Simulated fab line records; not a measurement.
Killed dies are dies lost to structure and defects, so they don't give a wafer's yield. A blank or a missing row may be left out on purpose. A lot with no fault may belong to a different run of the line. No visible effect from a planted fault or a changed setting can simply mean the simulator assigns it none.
Matching of chambers + flow sky130 + SKY_FIELD_ISO_WET_ETCH_30 on wet_bench-03 has 4 sister chambers
The step etches SiO2 in dHF, target depth 25 nm, time 50 s. 4 wafers are shown with their chamber, then 7 later ones without.

WAFERS PAIRED WITH THEIR CHAMBERS
| wafer  | chamber | bath_heat_duty_pct (%) |
|--------|---------|------------------------|
| L517.6 | 2       | 6.0                    |
| L521.5 | 3       | 6.3                    |
| L530.5 | 1       | 6.3                    |
| L536.5 | 0       | 5.2                    |

WAFERS WHOSE CHAMBER IS MISSING
| wafer  | bath_heat_duty_pct (%) |
|--------|------------------------|
| L536.6 | 5.4                    |
| L537.3 | 6.8                    |
| L537.4 | 6.9                    |
| L537.5 | 6.1                    |
| L539.1 | 6.9                    |
| L539.2 | 5.7                    |
| L539.3 | 6.5                    |

WHICH CHAMBER EACH ONE RAN IN
| wafer  | from the rows above               | in truth |
|--------|-----------------------------------|----------|
| L536.6 | can't be placed: 0 or 2 or 1 or 3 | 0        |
| L537.3 | can't be placed: 1 or 3 or 2      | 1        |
| L537.4 | can't be placed: 1 or 3 or 2      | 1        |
| L537.5 | can't be placed: 2 or 1 or 3 or 0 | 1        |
| L539.1 | can't be placed: 1 or 3 or 2      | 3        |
| L539.2 | can't be placed: 2 or 0 or 1 or 3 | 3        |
| L539.3 | can't be placed: 1 or 3 or 2      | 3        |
Correct placement for 0 of the 7. From these rows, 7 cannot be placed; in 7 the true chamber is one of the candidates. Wrongly placed: 0.
How it was worked out, from the rows above alone: a wafer's distance from a chamber is the root of the sum, over the readings, of the square of ((its reading less the chamber's mean) divided by the reading's scatter). The wafer belongs to the nearest chamber; if the next one is less than 2 further off, it can't be placed. For every chamber, the mean is computed from those of its wafers that are shown. The scatter: root of mean squared gap, hidden wafer to nearest shown wafer, with one shown wafer a chamber.
